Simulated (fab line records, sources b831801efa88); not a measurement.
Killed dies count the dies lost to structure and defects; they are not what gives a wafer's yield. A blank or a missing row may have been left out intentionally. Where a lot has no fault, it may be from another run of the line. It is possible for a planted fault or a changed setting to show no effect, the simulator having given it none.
Matching of chambers | flow sky130 | 3 sister chambers for SKY_PASSIVATION_CVD_00 on pecvd-02
The step deposits SiO2, target thk 90 nm. 14 wafers are shown with their chamber, then 7 later ones without.

WAFERS, EACH WITH ITS CHAMBER
wafer  | chamber | heater power w (W)
L696.1 | 2       | 723
L696.3 | 1       | 679
L696.5 | 0       | 660
L698.2 | 0       | 671
L698.3 | 1       | 640
L698.4 | 1       | 624
L699.1 | 2       | 621
L699.3 | 1       | 676
L699.6 | 0       | 580
L701.2 | 2       | 741
L701.4 | 1       | 708
L701.5 | 0       | 610
L702.2 | 1       | 723
L702.3 | 0       | 646

SIGNATURES, as means of the wafers listed above
reading        | chamber 0 | chamber 1 | chamber 2 | scatter within a chamber
heater power w | 633.40    | 675.00    | 695.00    | 44
Rule: a wafer lies at a distance from a chamber equal to the root of the sum of squares, over the readings, of (its reading less the chamber's mean, divided by the reading's scatter). The wafer belongs to the nearest chamber; if the next one is less than 2 further off, it can't be placed. The scatter: the root of (the sum of the squares of (reading less its chamber's mean) over the shown wafers, divided by (wafers less chambers)).

WAFERS WITH NO CHAMBER GIVEN
wafer  | heater power w (W)
L702.4 | 729
L704.2 | 662
L704.3 | 704
L704.4 | 672
L709.2 | 767
L709.3 | 654
L709.5 | 681

EACH ONE'S CHAMBER
wafer  | from the rows above          | in truth
L702.4 | can't be placed: 2 or 1 or 0 | 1
L704.2 | can't be placed: 1 or 0 or 2 | 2
L704.3 | can't be placed: 2 or 1 or 0 | 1
L704.4 | can't be placed: 1 or 2 or 0 | 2
L709.2 | can't be placed: 2 or 1 or 0 | 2
L709.3 | can't be placed: 0 or 1 or 2 | 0
L709.5 | can't be placed: 1 or 2 or 0 | 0
0 of 7 placed correctly. Unplaceable from these rows: 7, with the true chamber sitting among the candidates in 7. Placed wrongly: 0.
